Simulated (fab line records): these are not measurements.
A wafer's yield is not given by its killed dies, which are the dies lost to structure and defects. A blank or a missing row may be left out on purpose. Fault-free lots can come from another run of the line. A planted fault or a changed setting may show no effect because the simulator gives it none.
Which tool was responsible? -- flow sky130 -- 15 lots, 45 wafers sampled, at 4 steps of a route of 708

## WHAT EACH GAUGE READ, for each wafer
The record lacks any reading of a measuring or inspecting step that a usual standard deviation could be used to judge.

## TOOL THAT RAN EACH LOT (tool first, then ch and the chambers of the sampled wafers, then the start)
lot,SKY_CAP2M_STRIP_14,SKY_METAL4_ETCH_16,SKY_VIA4_CMP_21,SKY_METAL5_DESCUM_14
L787,"plasma_asher-01 ch 0,1, day 40 14:38","rie_metal-03 ch 0,1, day 41 13:15","cmp-01 ch 0,1,3, day 42 15:09","rie_metal-03 ch 0,1, day 43 14:31"
L788,"plasma_asher-01 ch 0,1, day 41 15:52","rie_metal-04 ch 0,1, day 42 16:12","cmp-02 ch 1,2,3, day 43 16:58","rie_metal-01 ch 1, day 44 15:40"
L792,"plasma_asher-03 ch 0,1, day 41 18:58","rie_metal-04 ch 0,1, day 42 18:59","cmp-02 ch 1,3, day 43 19:18","rie_metal-01 ch 0,1, day 44 17:25"
L791,"plasma_asher-03 ch 0,1, day 42 00:14","rie_metal-04 ch 0,1, day 43 00:12","cmp-01 ch 0,2, day 44 01:37","rie_metal-01 ch 1, day 44 23:43"
L793,"plasma_asher-01 ch 0,1, day 42 08:55","rie_metal-03 ch 0,1, day 43 08:38","cmp-01 ch 1,2, day 44 09:57","rie_metal-01 ch 0,1, day 45 07:43"
L794,"plasma_asher-01 ch 0, day 43 06:13","rie_metal-03 ch 0, day 44 05:34","cmp-01 ch 1,2,3, day 45 04:54","rie_metal-03 ch 0,1, day 46 02:37"
L796,"plasma_asher-03 ch 0,1, day 43 11:44","rie_metal-03 ch 0,1, day 44 10:45","cmp-01 ch 1,3, day 45 11:16",-
L798,"plasma_asher-01 ch 0,1, day 43 12:59","rie_metal-03 ch 0,1, day 44 11:54","cmp-01 ch 1,2,3, day 45 12:25",-
L799,"plasma_asher-03 ch 0,1, day 44 02:31","rie_metal-03 ch 1, day 45 01:01","cmp-02 ch 1,2,3, day 46 00:11",-
L804,"plasma_asher-01 ch 0,1, day 45 09:55","rie_metal-04 ch 0,1, day 46 07:14","cmp-01 ch 2,3, day 47 06:44","rie_metal-03 ch 0,1, day 48 02:43"
L806,"plasma_asher-01 ch 0,1, day 46 08:37","rie_metal-03 ch 0,1, day 47 05:51","cmp-01 ch 0,1,2, day 48 04:12","rie_metal-04 ch 0,1, day 48 22:49"
L807,"plasma_asher-02 ch 0,1, day 46 11:37","rie_metal-03 ch 0,1, day 47 08:48","cmp-02 ch 1,2,3, day 48 06:58","rie_metal-04 ch 0,1, day 49 01:58"
L808,"plasma_asher-01 ch 0,1, day 47 00:44","rie_metal-02 ch 1, day 47 21:15","cmp-02 ch 1,2,3, day 48 18:24","rie_metal-03 ch 0,1, day 49 11:52"
L810,"plasma_asher-03 ch 0,1, day 47 22:08","rie_metal-02 ch 0,1, day 48 17:45","cmp-02 ch 0,1,2, day 49 13:18","rie_metal-03 ch 0,1, day 50 05:58"
L809,"plasma_asher-02 ch 0,1, day 47 22:26","rie_metal-03 ch 0,1, day 48 18:52","cmp-01 ch 1,2,3, day 49 14:25","rie_metal-01 ch 1, day 50 06:10"
- SKY_CAP2M_STRIP_14: strips in O2/N2.
- SKY_METAL4_ETCH_16: etches BARC in N2/H2, stops on SiO2, time 88.2 s, target depth 60 nm.
- SKY_VIA4_CMP_21: polishes, stops on SiO2, t overpolish 25 s, target thk 0 nm.
- SKY_METAL5_DESCUM_14: chemistry O2, time 11 s.

## AS READ BY THE TOOLS THEMSELVES (means over the sampled wafers that have a number; for cases with no such wafer, the mark the record gives instead)
SKY_CAP2M_STRIP_14.
lot,tool,drypump_motor_current_A (A),n2_flow_sccm (sccm),oes_product_au (a.u.),strip_time_to_endpoint_s (s)
L787,plasma_asher-01,5.7,299.9,0.708,12.66
L788,plasma_asher-01,5.6,300.1,0.710,12.62
L792,plasma_asher-03,6.2,299.7,0.714,12.61
L791,plasma_asher-03,6.2,300.8,0.711,12.70
L793,plasma_asher-01,5.6,299.4,0.713,12.60
L794,plasma_asher-01,5.5,300.3,0.709,12.67
L796,plasma_asher-03,5.8,300.4,0.711,12.60
L798,plasma_asher-01,5.8,299.3,0.707,12.60
L799,plasma_asher-03,6.2,300.4,0.710,12.55
L804,plasma_asher-01,5.8,300.0,0.709,12.63
L806,plasma_asher-01,5.8,299.8,0.713,12.64
L807,plasma_asher-02,5.2,300.5,0.714,12.68
L808,plasma_asher-01,5.8,300.5,0.706,12.66
L810,plasma_asher-03,6.2,300.0,0.713,12.56
L809,plasma_asher-02,5.2,300.1,0.710,12.63

SKY_METAL4_ETCH_16.
lot,tool,drypump_motor_current_A (A),n2_flow_sccm (sccm),oes_product_au (a.u.),throttle_valve_pct (%)
L787,rie_metal-03,6.1,100.0,0.622,13.218
L788,rie_metal-04,5.9,100.3,0.621,13.198
L792,rie_metal-04,5.9,99.7,0.618,13.205
L791,rie_metal-04,5.8,100.2,0.619,13.215
L793,rie_metal-03,6.3,100.0,0.622,13.199
L794,rie_metal-03,5.9,100.2,0.620,13.203
L796,rie_metal-03,6.2,99.8,0.628,13.208
L798,rie_metal-03,6.2,100.2,0.621,13.207
L799,rie_metal-03,6.5,100.0,0.620,13.196
L804,rie_metal-04,5.9,100.2,0.622,13.203
L806,rie_metal-03,6.1,99.4,0.620,13.200
L807,rie_metal-03,6.2,100.2,0.623,13.209
L808,rie_metal-02,5.3,100.5,0.627,13.202
L810,rie_metal-02,6.0,100.0,0.623,13.213
L809,rie_metal-03,6.3,99.9,0.626,13.196

SKY_VIA4_CMP_21.
lot,tool,edge_zone_pressure_frac,head_pressure_psi (psi),motor_current_A (A),overpolish_run_s (s),time_to_endpoint_s (s)
L787,cmp-01,0.998,3.499,10.8,25.006,123
L788,cmp-02,0.996,3.501,11.3,24.997,124
L792,cmp-02,0.998,3.502,11.0,25.005,126
L791,cmp-01,1.004,3.494,10.9,24.998,127
L793,cmp-01,0.998,3.506,9.8,25.000,126
L794,cmp-01,1.006,3.503,9.9,24.998,123
L796,cmp-01,-,-,-,-,-
L798,cmp-01,-,-,-,-,-
L799,cmp-02,-,-,-,-,-
L804,cmp-01,0.993,3.502,10.1,24.998,121
L806,cmp-01,1.000,3.498,11.2,24.993,120
L807,cmp-02,0.997,3.505,11.3,24.998,125
L808,cmp-02,1.000,3.504,11.1,24.993,123
L810,cmp-02,0.998,3.500,10.6,24.993,127
L809,cmp-01,0.999,3.502,10.0,24.996,128

SKY_METAL5_DESCUM_14.
lot,tool,drypump_motor_current_A (A),oes_product_au (a.u.)
L787,rie_metal-03,6.1,1.004
L788,rie_metal-01,6.2,0.998
L792,rie_metal-01,5.7,0.995
L791,rie_metal-01,6.2,0.989
L793,rie_metal-01,6.0,0.997
L794,rie_metal-03,6.2,0.998
L804,rie_metal-03,6.2,1.002
L806,rie_metal-04,5.9,0.986
L807,rie_metal-04,5.8,0.991
L808,rie_metal-03,6.1,1.008
L810,rie_metal-03,6.2,1.005
L809,rie_metal-01,6.2,1.010

## THE ANSWER, worked out from the rows above alone
Rule: what is usual is taken from the lots themselves. Put in order of their means at a reading, lots are off if they are a third of the lots or fewer, leave a main group of 4 or more, and stand apart from it by a gap of 3 or more times the standard deviation of the main group's means; of several such gaps the widest counts. Not used: any main group whose means are identical at the precision the tables above print for the reading. Also off: a lot with no number at a reading for which 4 or more lots have one. All remaining lots with rows at the step are treated as sound. After the gauges, taken in route order, come the tools' own readings; for these a lot's mean is taken, as printed above. The first step at which some lot is off is used, and at that step the reading that is off furthest; a lot without a number counts as furthest.
Off, at SKY_VIA4_CMP_21 on edge_zone_pressure_frac: L796, L798, L799. Without a number there: L796, L798, L799. The main group: mean 0.999, standard deviation 0.0033.
If a tool, at that step or one of the process steps before it, ran each lot that is off and ran no sound lot following the first of them, it fits. Not one of the candidates tried fits.

## WHAT WAS PUT IN BY THE SIMULATOR
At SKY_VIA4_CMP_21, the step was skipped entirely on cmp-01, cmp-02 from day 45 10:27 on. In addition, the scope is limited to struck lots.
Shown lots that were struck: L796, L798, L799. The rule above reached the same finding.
